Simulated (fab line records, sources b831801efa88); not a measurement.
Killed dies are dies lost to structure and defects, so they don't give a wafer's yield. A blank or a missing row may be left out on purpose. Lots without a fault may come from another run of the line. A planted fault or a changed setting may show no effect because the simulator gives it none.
A struck lot beside a sound one | flow sky130 | 43 steps out of a route of 708
Sound: wafers L109.1, L109.5, L109.6. Struck: wafer L130.6. (L130.2, L130.4 of the same lot were not struck and are left out.) The cause comes at the end.
At each step with rows: each side's tool, then ch and its chambers, then its first start. Under that, the readings that differ: sound wafers | struck wafers | difference of the means | sigmas: that difference in standard deviations of wafers without a fault.
alike: readings whose means differ by less than 2 such deviations, and words and numbers that are the same on both sides. not compared: withheld readings, readings that some wafer has no value for, bounds like >300 that may hide the same value, and numbers for which the record gives no deviation and whose values overlap.
The two part at a step that has a row with sigmas, a row that says differs or no value, or rows on one side only. Numbers that don't overlap but have no deviation are shown without sigmas and don't part them. A reading that every wafer of one side lacks parts them only if that side has two wafers or more.

first, 4 steps without rows for these wafers: SKY_LOCAL_INTERCONNECT_SOFTBAKE_07 (time 90 s); SKY_LOCAL_INTERCONNECT_EXPOSE_08 (exposes mask LI1M, target cd 170 nm); SKY_LOCAL_INTERCONNECT_PEB_09; SKY_LOCAL_INTERCONNECT_DEVELOP_10 (develop time 60 s).
SKY_LOCAL_INTERCONNECT_CD_MEAS_11: target cd 170 nm.
  sound on cd_sem-02, day 30 20:22; struck on cd_sem-02, day 37 18:19
  reading    | sound             | struck | difference | sigmas
  cd_nm (nm) | 172.0 172.3 170.1 | 167.2  | -4.3       | -2
SKY_LOCAL_INTERCONNECT_OVL_MEAS_12:
  sound on overlay-02, day 30 20:29; struck on overlay-02, day 37 18:25
  alike: LOCAL_INTERCONNECT_OVL
then, 1 step without rows for these wafers: SKY_LOCAL_INTERCONNECT_ETCH_13 (etches BARC in N2/H2, stops on SiO2, time 45.9 s, target depth 60 nm).
SKY_LOCAL_INTERCONNECT_METAL_ETCH_14: etches TiN in Cl2/BCl3, stops on PSG, target depth 110 nm, time 31.4 s.
  sound on rie_metal-02 ch 0,1, day 30 20:35; struck on rie_metal-04 ch 1, day 37 18:31
  alike: drypump_motor_current_A, oes_product_au, throttle_valve_pct
  not compared: rf_hours_counter_h
then, 4 steps without rows for these wafers: SKY_LOCAL_INTERCONNECT_STRIP_15 (strips in O2/N2); SKY_LOCAL_INTERCONNECT_STRIP_16 (strips in post etch residue remover, time 1200 s); SKY_LOCAL_INTERCONNECT_CLEAN_17 (cleans in IPA, time 180 s); SKY_LOCAL_INTERCONNECT_CLEAN_18 (cleans in O3/DIW).
SKY_CONTACT_CVD_00: deposits Si3N4, target thk 75 nm.
  sound on pecvd-03 ch 0,1,2, day 30 21:17; struck on pecvd-01 ch 2, day 37 19:10
  alike: heater_power_w
SKY_CONTACT_THK_MEAS_01:
  sound on film_metro-02, day 30 21:19; struck on film_metro-02, day 37 19:12
  alike: CONTACT_CVD_00_THK
then, 1 step without rows for these wafers: SKY_CONTACT_HDPCVD_02 (deposits SiO2, target thk 565 nm, time 94.2 s).
SKY_CONTACT_THK_MEAS_03:
  sound on film_metro-03, day 30 21:27; struck on film_metro-03, day 37 19:20
  alike: CONTACT_HDPCVD_THK
SKY_CONTACT_CMP_04: polishes SiO2.
  sound on cmp-02 ch 0,3, day 30 21:31; struck on cmp-02 ch 3, day 37 19:23
  alike: motor_current_A, time_to_endpoint_s
SKY_CONTACT_BOW_MEAS_05:
  sound on film_metro-02, day 30 21:49; struck on film_metro-03, day 37 19:42
  alike: CONTACT_BOW
then, 8 steps without rows for these wafers: SKY_CONTACT_DEHYDRATE_06 (time 60 s); SKY_CONTACT_HMDS_07 (prime time 60 s); SKY_CONTACT_COAT_08 (resist thk 60 nm); SKY_CONTACT_COAT_09 (resist thk 450 nm); SKY_CONTACT_SOFTBAKE_10 (time 90 s); SKY_CONTACT_EXPOSE_11 (exposes mask CTM1, target cd 170 nm); SKY_CONTACT_PEB_12; SKY_CONTACT_DEVELOP_13 (develop time 60 s).
SKY_CONTACT_CD_MEAS_14: target cd 170 nm.
  sound on cd_sem-01, day 32 01:26; struck on cd_sem-02, day 38 21:59
  alike: cd_nm
SKY_CONTACT_OVL_MEAS_15:
  sound on overlay-01, day 32 01:34; struck on overlay-02, day 38 22:05
  alike: CONTACT_OVL
SKY_CONTACT_ETCH_16: etches BARC in N2/H2, stops on SiO2, time 45.9 s, target depth 60 nm.
  sound on rie_diel-01 ch 0,3, day 32 01:36; struck on rie_diel-03 ch 1, day 38 22:07
  alike: drypump_motor_current_A, oes_product_au, throttle_valve_pct
  not compared: rf_hours_counter_h
then, 2 steps without rows for these wafers: SKY_CONTACT_ETCH_17 (etches SiO2 in C4F8/O2/Ar, stops on Si3N4, target depth 340 nm); SKY_CONTACT_ETCH_18 (etches Si3N4 in CHF3/O2, stops on TiN, time 39 s, target depth 75 nm).
SKY_CONTACT_STRIP_19: strips in O2/N2.
  sound on plasma_asher-01 ch 0,1, day 32 01:44; struck on plasma_asher-04 ch 0, day 38 22:15
  alike: drypump_motor_current_A, oes_product_au, strip_time_to_endpoint_s
  not compared: rf_hours_counter_h
then, 4 steps without rows for these wafers: SKY_CONTACT_STRIP_20 (strips in post etch residue remover, time 1200 s); SKY_CONTACT_CLEAN_21 (cleans in IPA, time 180 s); SKY_CONTACT_CLEAN_22 (cleans in O3/DIW); SKY_CONTACT_SPUTTER_23 (material TiN, target thk 20 nm, time 80 s).
SKY_CONTACT_CVD_24: deposits W, target thk 340 nm, time 102.12 s.
  sound on cvd_w-02 ch 0,1, day 32 02:23; struck on cvd_w-01 ch 0, day 39 00:04
  alike: heater_power_w
SKY_CONTACT_RS_MEAS_25: measures by four-point-probe.
  sound on film_metro-03, day 32 02:30; struck on film_metro-03, day 39 00:11
  alike: CONTACT_W_RS
SKY_CONTACT_THK_MEAS_26: measures by xrf.
  sound on film_metro-03, day 32 02:37; struck on film_metro-03, day 39 00:18
  alike: CONTACT_W_THK
then, 3 steps without rows for these wafers: SKY_CONTACT_CMP_27 (polishes, stops on SiO2, t overpolish 15 s, target thk 0 nm); SKY_METAL1_SPUTTER_00 (material Ti, target thk 15 nm, time 10 s); SKY_METAL1_SPUTTER_01 (material TiN, target thk 20 nm, time 16.7 s).
-- the record jumps here: 12 days lie between the struck wafers' starts before and after (it left off in module METAL1 and takes up again in module PAD_OPEN, whose first step shown is number 708 of the route) --
SKY_PAD_OPEN_PROBE_99:
  sound on prober-02, day 46 04:08; struck on prober-01, day 51 01:51
  reading            | sound    | struck | difference | sigmas
  killed_at_contacts | 27 11 20 | 59     | +40        | +7
  killed_dies        | 83 65 64 | 116    | +45        | +4
  alike: killed_at_M0_to_M3, killed_at_M4_up, killed_at_front_end, killed_at_other, killed_open, killed_short

WHERE THEY PART
First at SKY_LOCAL_INTERCONNECT_CD_MEAS_11; last, within this record, at SKY_PAD_OPEN_PROBE_99.

WHY: what the simulator had put in
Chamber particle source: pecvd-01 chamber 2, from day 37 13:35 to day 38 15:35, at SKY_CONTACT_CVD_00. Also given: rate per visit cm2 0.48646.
